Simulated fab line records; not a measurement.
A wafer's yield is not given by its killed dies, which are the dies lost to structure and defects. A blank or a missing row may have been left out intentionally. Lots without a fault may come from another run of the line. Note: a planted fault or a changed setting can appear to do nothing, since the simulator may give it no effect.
fab line records	flow sky130
record lots=13	wafers=39	lastDay=50
route steps=708 shown FIELD_ISO@26 VT_ADJUST_HVTP@95 VT_ADJUST_LVTN@106 LI_CONTACT@364
lots untouched by any fault: they come from a run of this same line in which no faults occurred
startH: hours from the record's first day to the start of the lot's first wafer shown	waitH: hours since the lot's step before	" the same as in the row above	L1.1+2: one row covering several wafers at once	- no value, or no start was given	* or withheld: withheld	< > ~ a bound
route shown NAME@n: names a module that has steps shown in the file, with the first one's number in the route	usual: average and standard deviation across the fault-free wafers	same: alike in all rows	chamber/n: place in a boat	sites: the reading at each site	_std_site: their standard deviation	_edge_site: mean of outer sites minus mean of inner sites	radiusMm: for every site, how far away it sits from the centre of the wafer	mask NAME#n: copy n	behind: the most recent tool/chamber to have shaped the wafer	hold: the reason the lot was held/the length of the hold in hours/how it ended	device: names the non-switching transistor (n, p or np)	end of line: tests run on the same wafers once the route is complete	where a step has no rows: the recipe by itself	killed: dies that structure and defects cost at the first sort, which is not the same as the wafer's yield	map: per-die view of a wafer (x killed, . not killed, _ where there is no die)
set.NAME: the setting that was run; set.NAME@STEP: the one run at that earlier step	model.NAME: the simulator's own value behind a step, which no gauge read
route steps across a sampled set of lots; one table per step, one row per wafer
services: from which hour (startH, from the record's first day; less than 0 if before it) a tool's chamber was out of use, for how many hours, and why
## steps
# step SKY_FIELD_ISO_THK_MEAS_25
# recipe reads=SiO2_of_FIELD_ISO_CVD_24
# usual FIELD_ISO_CVD_24_THK=599/6.2
lot.wafer	tool	chamber	startH	waitH	FIELD_ISO_CVD_24_THK[nm]
L604.1	filmMetro-04	-	33.31	0.0	590
L604.5	"	-	"	"	604
L604.6	"	-	"	"	597
L605.3	filmMetro-03	-	38.95	0.1	607
L605.4	"	-	"	"	600
L605.5	"	-	"	"	604
L606.2	filmMetro-04	-	42.61	0.0	591
L606.5	"	-	"	"	598
L606.6	"	-	"	"	588
L607.1	filmMetro-01	-	47.97	0.0	599
L607.2	"	-	"	"	602
L607.4	"	-	"	"	602
L610.1	filmMetro-01	-	62.21	0.0	600
L610.2	"	-	"	"	602
L610.5	"	-	"	"	608
L611.2	filmMetro-01	-	68.16	0.0	603
L611.3	"	-	"	"	590
L611.5	"	-	"	"	596
L612.1	filmMetro-04	-	72.07	0.0	615
L612.2	"	-	"	"	600
L612.4	"	-	"	"	604
L614.4	filmMetro-03	-	84.33	0.0	605
L614.5	"	-	"	"	594
L614.6	"	-	"	"	589
L619.3	filmMetro-04	-	114.82	0.1	588
L619.5	"	-	"	"	603
L619.6	"	-	"	"	605
L620.3	filmMetro-01	-	114.82	0.1	595
L620.5	"	-	"	"	596
L620.6	"	-	"	"	588
L621.1	filmMetro-03	-	119.66	0.0	603
L621.3	"	-	"	"	593
L621.6	"	-	"	"	595
L625.1	filmMetro-04	-	141.72	0.0	603
L625.4	"	-	"	"	600
L625.5	"	-	"	"	602
L627.3	filmMetro-01	-	150.22	0.1	605
L627.4	"	-	"	"	606
L627.6	"	-	"	"	611
# step SKY_VT_ADJUST_HVTP_STRIP_10
# recipe chemistry=O2/N2	powerW=1400	pressureMtorr=1500	platenTempC=withheld	o2FlowSccm=3000	n2FlowSccm=300	overashFraction=0.5
# usual drypumpMotorCurrentA=5.7/0.5	o2FlowSccm=3000/9.3	oesProductAu=0.715/0.0048	stripTimeToEndpointS=14.19/0.038
lot.wafer	tool	chamber	startH	waitH	drypumpMotorCurrentA	o2FlowSccm	oesProductAu	rfHoursCounterH	stripTimeToEndpointS
L604.1	plasmaAsher-02	0	125.17	0.1	6.3	2985	0.721	32	14.22
L604.5	"	1	"	"	6.2	3004	0.717	-	14.18
L604.6	"	0	"	"	6.3	2989	0.708	-	14.18
L605.3	plasmaAsher-02	1	131.04	0.1	6.2	2998	0.715	-	14.18
L605.4	"	0	"	"	6.3	3002	0.722	-	14.18
L605.5	"	1	"	"	6.2	2984	0.715	-	14.19
L606.2	plasmaAsher-04	1	134.84	0.1	5.5	2988	0.715	2	14.25
L606.5	"	0	"	"	5.0	2998	0.715	-	14.25
L606.6	"	1	"	"	5.4	3009	0.708	-	14.26
L607.1	plasmaAsher-04	1	142.77	0.1	5.4	2999	0.724	2	14.22
L607.2	"	0	"	"	5.0	2993	0.717	2	14.24
L607.4	"	1	"	"	5.4	2997	0.710	-	14.22
L610.1	plasmaAsher-01	0	159.64	0.1	5.5	2993	0.717	48	14.20
L610.2	"	1	"	"	6.2	2999	0.708	48	14.21
L610.5	"	1	"	"	6.3	2998	0.718	-	14.19
L611.2	plasmaAsher-01	0	166.14	0.1	5.5	3006	0.708	49	14.18
L611.3	"	1	"	"	6.3	3004	0.716	-	14.18
L611.5	"	1	"	"	6.2	3001	0.718	-	14.18
L612.1	plasmaAsher-01	0	171.81	0.1	5.4	3011	0.719	49	14.25
L612.2	"	1	"	"	6.2	3027	0.716	49	14.24
L612.4	"	0	"	"	5.4	3009	0.714	-	14.17
L614.4	plasmaAsher-04	1	183.92	0.1	5.4	2990	0.718	-	14.12
L614.5	"	0	"	"	5.0	2986	0.715	-	14.09
L614.6	"	1	"	"	5.4	2990	0.711	-	14.15
L619.3	plasmaAsher-04	1	223.60	0.1	5.4	3003	0.723	-	14.26
L619.5	"	1	"	"	5.4	2979	0.711	-	14.20
L619.6	"	0	"	"	5.0	3003	0.714	-	14.22
L620.3	plasmaAsher-01	1	224.97	0.1	6.2	2997	0.934	-	-
L620.5	"	1	"	"	6.2	3002	0.933	-	-
L620.6	"	0	"	"	5.4	3006	0.933	-	-
L621.1	plasmaAsher-02	1	230.19	0.1	6.2	2994	0.708	42	14.17
L621.3	"	1	"	"	6.2	2991	0.719	-	14.21
L621.6	"	1	"	"	6.2	3009	0.715	-	14.23
L625.1	plasmaAsher-04	1	255.37	0.1	5.4	2995	0.715	13	14.15
L625.4	"	1	"	"	5.4	3003	0.712	-	14.20
L625.5	"	1	"	"	5.4	2994	0.718	-	14.13
L627.3	plasmaAsher-04	1	264.89	0.1	5.4	3003	0.717	-	14.18
L627.4	"	0	"	"	5.0	3004	0.719	-	14.17
L627.6	"	0	"	"	5.0	2993	0.714	-	14.17
# step SKY_VT_ADJUST_LVTN_STRIP_09
# recipe chemistry=O2/N2	powerW=1400	pressureMtorr=1500	platenTempC=withheld	o2FlowSccm=3000	n2FlowSccm=300	overashFraction=0.5
# usual drypumpMotorCurrentA=6.2/0.39	o2FlowSccm=3001/9.1	oesProductAu=0.723/0.0044	stripTimeToEndpointS=36.90/0.086
lot.wafer	tool	chamber	startH	waitH	drypumpMotorCurrentA	o2FlowSccm	oesProductAu	rfHoursCounterH	stripTimeToEndpointS
L604.1	plasmaAsher-02	0	143.65	0.1	6.3	2999	0.727	34	36.96
L604.5	"	1	"	"	6.2	2997	0.722	-	36.96
L604.6	"	0	"	"	6.3	3001	0.724	-	36.85
L605.3	plasmaAsher-01	0	149.98	0.1	5.4	2999	0.720	-	36.88
L605.4	"	1	"	"	6.3	2980	0.725	-	36.85
L605.5	"	0	"	"	5.4	2999	0.715	-	36.91
L606.2	plasmaAsher-03	1	154.08	0.1	6.8	2996	0.726	46	36.98
L606.5	"	0	"	"	5.7	3003	0.726	-	37.08
L606.6	"	1	"	"	6.8	3005	0.729	-	36.99
L607.1	plasmaAsher-03	1	162.14	0.1	6.8	3011	0.731	47	36.75
L607.2	"	0	"	"	5.7	2996	0.724	47	36.75
L607.4	"	0	"	"	5.7	3004	0.726	-	36.75
L610.1	plasmaAsher-03	1	179.64	0.1	6.8	2994	0.727	49	37.00
L610.2	"	0	"	"	5.8	3017	0.723	49	37.02
L610.5	"	1	"	"	6.8	2996	0.722	-	36.92
L611.2	plasmaAsher-02	0	185.88	0.1	6.3	3013	0.727	38	37.04
L611.3	"	1	"	"	6.2	2984	0.720	-	36.98
L611.5	"	1	"	"	6.2	3001	0.723	-	36.88
L612.1	plasmaAsher-02	0	192.43	0.1	6.3	2997	0.720	39	36.82
L612.2	"	1	"	"	6.2	2986	0.729	39	36.85
L612.4	"	0	"	"	6.3	3010	0.726	-	36.70
L614.4	plasmaAsher-02	0	204.78	0.1	6.3	3013	0.726	-	36.84
L614.5	"	1	"	"	6.2	2993	0.715	-	36.84
L614.6	"	0	"	"	6.3	2999	0.725	-	36.93
L619.3	plasmaAsher-02	0	246.02	0.1	6.3	2997	0.726	-	36.80
L619.5	"	0	"	"	6.3	3005	0.720	-	36.90
L619.6	"	1	"	"	6.2	3010	0.718	-	36.85
L620.3	plasmaAsher-02	1	247.17	0.1	6.2	3011	0.717	-	42.72
L620.5	"	1	"	"	6.2	3008	0.726	-	42.62
L620.6	"	0	"	"	6.3	3002	0.724	-	42.61
L621.1	plasmaAsher-02	0	253.30	0.1	6.2	2994	0.727	45	36.84
L621.3	"	0	"	"	6.3	2997	0.723	-	36.96
L621.6	"	1	"	"	6.1	2998	0.725	-	36.96
L625.1	plasmaAsher-03	0	280.95	0.1	5.8	3009	0.715	58	36.88
L625.4	"	1	"	"	6.8	3005	0.729	-	36.80
L625.5	"	0	"	"	5.8	3008	0.727	-	36.79
L627.3	plasmaAsher-01	0	289.42	0.1	5.5	2991	0.719	-	37.05
L627.4	"	1	"	"	6.2	3006	0.718	-	36.94
L627.6	"	1	"	"	6.3	3008	0.725	-	37.02
# step SKY_VT_ADJUST_LVTN_TW_MEAS_10
# usual VT_ADJUST_LVTN_TW=243/3.3
lot.wafer	tool	chamber	startH	waitH	VT_ADJUST_LVTN_TW
L604.1	filmMetro-03	-	143.75	0.1	246
L604.5	"	-	"	"	246
L604.6	"	-	"	"	247
L605.3	filmMetro-02	-	150.07	0.1	240
L605.4	"	-	"	"	241
L605.5	"	-	"	"	240
L606.2	filmMetro-04	-	154.19	0.1	239
L606.5	"	-	"	"	238
L606.6	"	-	"	"	240
L607.1	filmMetro-04	-	162.28	0.1	239
L607.2	"	-	"	"	239
L607.4	"	-	"	"	240
L610.1	filmMetro-02	-	179.74	0.1	242
L610.2	"	-	"	"	242
L610.5	"	-	"	"	241
L611.2	filmMetro-03	-	185.99	0.1	246
L611.3	"	-	"	"	247
L611.5	"	-	"	"	245
L612.1	filmMetro-02	-	192.53	0.1	241
L612.2	"	-	"	"	242
L612.4	"	-	"	"	241
L614.4	filmMetro-03	-	204.88	0.1	246
L614.5	"	-	"	"	249
L614.6	"	-	"	"	248
L619.3	filmMetro-04	-	246.10	0.1	238
L619.5	"	-	"	"	236
L619.6	"	-	"	"	239
L620.3	filmMetro-02	-	247.26	0.1	30
L620.5	"	-	"	"	30
L620.6	"	-	"	"	30
L621.1	filmMetro-03	-	253.40	0.1	249
L621.3	"	-	"	"	247
L621.6	"	-	"	"	247
L625.1	filmMetro-03	-	281.05	0.1	245
L625.4	"	-	"	"	245
L625.5	"	-	"	"	246
L627.3	filmMetro-03	-	289.50	0.1	245
L627.4	"	-	"	"	246
L627.6	"	-	"	"	245
# step SKY_LI_CONTACT_CMP_02
# recipe material=PSG	downForcePsi=4	platenRpm=60	padVelocityMS=0.94248
# usual motorCurrentA=11.8/1.2	slurryFilterDpKPa=13.50/0.12	timeToEndpointS=33.8/1.9
lot.wafer	tool	chamber	startH	waitH	motorCurrentA	slurryFilterDpKPa	timeToEndpointS
L604.1	cmp-02	2	651.61	0.1	11.7	13.39	32.3
L604.6	"	1	"	"	13.2	13.58	35.0
L604.5	"	2	"	"	11.3	13.46	29.9
L605.3	cmp-01	1	657.47	0.1	12.1	13.33	33.2
L605.4	"	2	"	"	10.4	13.36	32.9
L605.5	"	3	"	"	11.1	13.54	35.2
L606.2	cmp-02	1	665.09	0.1	13.8	13.67	33.4
L606.6	"	0	"	"	10.9	13.56	31.4
L606.5	"	1	"	"	13.5	13.54	32.4
L607.4	cmp-02	1	671.89	0.1	14.0	13.60	32.4
L607.2	"	2	"	"	11.2	13.58	37.5
L607.1	"	3	"	"	14.8	13.53	36.3
L610.2	cmp-01	2	698.06	0.1	10.8	13.55	30.1
L610.1	"	3	"	"	11.1	13.51	33.9
L610.5	"	1	"	"	12.9	13.60	30.5
L611.3	cmp-01	1	710.71	0.1	12.5	13.47	30.6
L611.2	"	2	"	"	10.7	13.53	33.9
L611.5	"	0	"	"	11.9	13.75	32.5
L612.1	cmp-02	1	718.96	0.1	13.5	13.65	33.3
L612.4	"	2	"	"	10.5	13.70	33.6
L612.2	"	3	"	"	14.5	13.54	32.4
L614.4	cmp-01	0	731.89	0.0	11.7	13.46	32.4
L614.5	"	0	"	"	11.5	13.44	34.2
L614.6	"	1	"	"	12.0	13.57	31.6
L619.3	cmp-01	2	779.42	0.1	11.1	13.59	33.7
L619.5	"	1	"	"	12.4	13.56	37.0
L619.6	"	2	"	"	10.6	13.47	36.9
L620.3	cmp-01	2	779.99	0.1	10.4	13.43	35.5
L620.5	"	1	"	"	12.3	13.63	34.1
L620.6	"	2	"	"	11.0	13.63	35.6
L621.3	cmp-02	2	787.20	0.3	11.2	13.48	32.4
L621.1	"	0	"	"	10.4	13.49	34.4
L621.6	"	2	"	"	11.3	13.61	33.0
L625.1	cmp-01	1	812.32	0.4	12.2	13.50	32.6
L625.4	"	3	"	"	11.0	13.30	34.5
L625.5	"	0	"	"	11.4	13.56	33.4
L627.4	cmp-02	2	821.05	0.0	11.7	13.69	34.1
L627.3	"	0	"	"	10.5	13.45	33.1
L627.6	"	2	"	"	11.3	13.54	33.6
# step SKY_LI_CONTACT_OVL_MEAS_13
# usual LI_CONTACT_OVL=-2/6.3
lot.wafer	tool	chamber	startH	waitH	LI_CONTACT_OVL[nm]
L604.1	overlay-02	-	679.95	0.1	-7
L604.5	"	-	"	"	-8
L604.6	"	-	"	"	-8
L605.3	overlay-01	-	685.48	0.1	-2
L605.4	"	-	"	"	6
L605.5	"	-	"	"	5
L606.2	overlay-01	-	693.47	0.1	0
L606.5	"	-	"	"	-3
L606.6	"	-	"	"	4
L607.1	overlay-01	-	699.40	0.1	-6
L607.2	"	-	"	"	-3
L607.4	"	-	"	"	-8
L610.1	overlay-02	-	726.45	0.1	-3
L610.2	"	-	"	"	-7
L610.5	"	-	"	"	-5
L611.2	overlay-01	-	738.78	0.1	8
L611.3	"	-	"	"	-1
L611.5	"	-	"	"	0
L612.1	overlay-01	-	746.96	0.1	10
L612.2	"	-	"	"	8
L612.4	"	-	"	"	12
L614.4	overlay-01	-	758.92	0.1	-7
L614.5	"	-	"	"	-4
L614.6	"	-	"	"	-4
L619.3	overlay-01	-	806.63	0.1	-3
L619.5	"	-	"	"	-2
L619.6	"	-	"	"	-6
L620.3	overlay-01	-	807.23	0.1	-15
L620.5	"	-	"	"	-10
L620.6	"	-	"	"	-10
L621.1	overlay-01	-	814.42	0.1	2
L621.3	"	-	"	"	2
L621.6	"	-	"	"	4
L625.1	overlay-01	-	838.52	0.1	1
L625.4	"	-	"	"	6
L625.5	"	-	"	"	0
L627.3	overlay-02	-	847.03	0.1	-4
L627.4	"	-	"	"	-7
L627.6	"	-	"	"	-10
## services
tool	chamber	startH	hours	kind
cmp-01	-	102.70	3.7	repair
cmp-01	-	113.87	0.5	repair
plasmaAsher-02	-	115.13	4.0	pm
cmp-01	-	171.81	5.3	pm
cmp-01	-	179.24	1.8	repair
cmp-01	-	186.86	2.6	repair
cmp-01	-	189.40	1.9	repair
cmp-01	-	232.00	4.0	pm
plasmaAsher-02	-	272.30	10.8	repair
cmp-01	-	310.15	7.3	pm
cmp-01	-	321.68	5.6	repair
cmp-01	-	322.66	0.4	repair
cmp-01	-	378.77	4.4	repair
plasmaAsher-02	-	378.95	1.7	repair
cmp-01	-	430.54	4.0	repair
plasmaAsher-02	-	439.47	21.2	repair
cmp-01	-	505.17	0.4	repair
cmp-01	-	510.69	0.9	repair
cmp-01	-	541.02	4.1	pm
cmp-01	-	572.21	4.0	pm
cmp-01	-	585.62	3.2	repair
cmp-01	-	621.45	2.3	repair
plasmaAsher-02	-	675.19	1.7	repair
cmp-01	-	751.93	1.5	repair
## key
firstSign step=SKY_VT_ADJUST_HVTP_STRIP_10	reading=oesProductAu	direction=up	sigmas=45	usual=0.715	struck=0.933
effect step=SKY_VT_ADJUST_LVTN_STRIP_09	reading=stripTimeToEndpointS	direction=up	sigmas=67	usual=*	struck=*
effect step=SKY_VT_ADJUST_LVTN_TW_MEAS_10	reading=VT_ADJUST_LVTN_TW	direction=down	sigmas=64	usual=243	struck=30
metAt SKY_VT_ADJUST_HVTP_STRIP_10
struckLots L620
sortLeftOut L620.3,L620.5,L620.6
testerLeftOut L620
notActingAt SKY_FIELD_ISO_THK_MEAS_25,SKY_LI_CONTACT_CMP_02,SKY_LI_CONTACT_OVL_MEAS_13
onsetBetween 171.81 224.97
fault kind=stripAborted	tool=plasmaAsher-01	chamber=-	onsetH=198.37	steps=SKY_VT_ADJUST_HVTP_STRIP_10	offset=0.61623	endH=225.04
# testerLeftOut: of these lots the tester's yield and bins aren't shown, on N5 and GAA mostly nor the transistor test; their killed dies are dies lost to structure and defects alone, not to doping, threshold or leakage, so they don't give the yield
# sortLeftOut: the simulated sort isn't trusted on such a fault, so these wafers' sort isn't shown, and their yield isn't known
